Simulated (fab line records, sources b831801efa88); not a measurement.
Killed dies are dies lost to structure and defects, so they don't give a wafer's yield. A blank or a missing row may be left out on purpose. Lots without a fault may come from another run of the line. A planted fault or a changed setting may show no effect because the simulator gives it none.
Problem report in the 8D (eight disciplines) form, filled by code | flow gf180mcu | the parts of the form that need people (team, actions taken, sign-off) are left out

1. THE PROBLEM
POLY_GATE_CVD_00_THK at GF_POLY_GATE_THK_MEAS_01 reads a mean of 146.6 nm on 6 wafers of 2 lots; wafers without a fault read 200.8 nm with a standard deviation of 1.8. That is -30 standard deviations from the usual mean.
First seen on wafer L280.1, day 13 03:13, on film_metro-03. The record holds 33 wafers of 11 lots with a number at this step. Rule for "out", or "out of limits": more than 4 standard deviations from the usual mean. The other wafers with a number count as sound.

2. WHAT IT IS AND WHAT IT IS NOT
question                    | is                           | is not
which readings at this step | POLY_GATE_CVD_00_THK         | -
which lots                  | L280, L282                   | L265, L268, L269, L271, L272, L274, L275, L277, L288
which wafers of those lots  | all that have a number       | -
read on which gauges        | film_metro-01, film_metro-03 | film_metro-04
when                        | from day 13 03:13            | up to then (24 sound wafers); but 3 sound wafers of L288 came after

3. SUSPECTS, AND WHAT RULES EACH OUT
Counting: a tool at a process step up to the reading stays a suspect if it ran every lot that is out and no sound lot after the first of them.
- the gauge at GF_POLY_GATE_THK_MEAS_01: ruled out. The wafers that are out were read on 2 gauges (film_metro-01, film_metro-03).
- lpcvd-01 at GF_POLY_GATE_CVD_00 (deposits poly-Si, target thk 200 nm, time 1200 s): kept. It ran every lot that is out, first L280 (day 13 01:53), and no sound lot after that; its last sound lot up to then is L277 (day 11 18:04). Its own readings are out on those wafers: spike_tc_bottom_C, spike_tc_centre_C, spike_tc_lower_C, spike_tc_top_C, spike_tc_upper_C, susceptor_temp_C.
Left after counting: lpcvd-01 at GF_POLY_GATE_CVD_00.

4. THE CAUSE (what the simulator had put in)
Process parameter drift: lpcvd-01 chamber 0, from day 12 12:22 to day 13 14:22, at GF_POLY_GATE_CVD_00. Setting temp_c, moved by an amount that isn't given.
Counting left only this tool.

5. THE CHAIN OF EFFECTS, in route order
Each row: a reading whose mean over the struck wafers that have a number lies more than 3 standard deviations from the usual. Only readings for which the record gives a usual standard deviation are gone through. hours: the time from each lot's start at the first step in this table that gives one to its start at this step, as a median over the lots. sigmas: the change in usual standard deviations.
hours | step                     | reading              | usual      | on struck wafers | change | sigmas
0     | GF_POLY_GATE_CVD_00      | spike_tc_bottom_C    | 640.4 C    | 624.4            | -16.0  | -6.2
0     | GF_POLY_GATE_CVD_00      | spike_tc_centre_C    | 620.4 C    | 606.1            | -14.3  | -13
0     | GF_POLY_GATE_CVD_00      | spike_tc_lower_C     | 619.8 C    | 606.3            | -13.5  | -11
0     | GF_POLY_GATE_CVD_00      | spike_tc_top_C       | 636.7 C    | 622.2            | -14.5  | -8.0
0     | GF_POLY_GATE_CVD_00      | spike_tc_upper_C     | 619.0 C    | 607.1            | -11.9  | -7.4
0     | GF_POLY_GATE_CVD_00      | susceptor_temp_C     | 619.96 C   | 606.61           | -13.36 | -48
1     | GF_POLY_GATE_THK_MEAS_01 | POLY_GATE_CVD_00_THK | 200.8 nm   | 146.6            | -54.2  | -30
22    | GF_POLY_GATE_ETCH_13     | oes_product_au       | 0.990 a.u. | 0.807            | -0.182 | -19
The process steps in it:
- GF_POLY_GATE_CVD_00: deposits poly-Si, target thk 200 nm, time 1200 s.
- GF_POLY_GATE_ETCH_13: etches poly-Si in HBr/Cl2, stops on SiO2, target depth 198.5 nm, time 69.6 s.
Later measuring or inspecting steps at which every struck wafer that the step has a row for has a number for every such reading, and none has moved that far: GF_POLY_GATE_THK_MEAS_17.

6. WHAT WOULD HAVE CAUGHT IT SOONER
In this record the first reading out of limits at a measuring or inspecting step was taken at day 13 03:13, 15 hours after the fault began at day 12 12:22.
The tool's own readings at GF_POLY_GATE_CVD_00 were out on every struck wafer that the step has a row for (spike_tc_bottom_C, spike_tc_centre_C, spike_tc_lower_C, spike_tc_top_C, spike_tc_upper_C, susceptor_temp_C): an alarm limit on them would have fired on the first of those.
Of the lots that are out (2), L282 began GF_POLY_GATE_CVD_00 on lpcvd-01 after day 13 03:13. A hold on the tool at that time would have spared it.
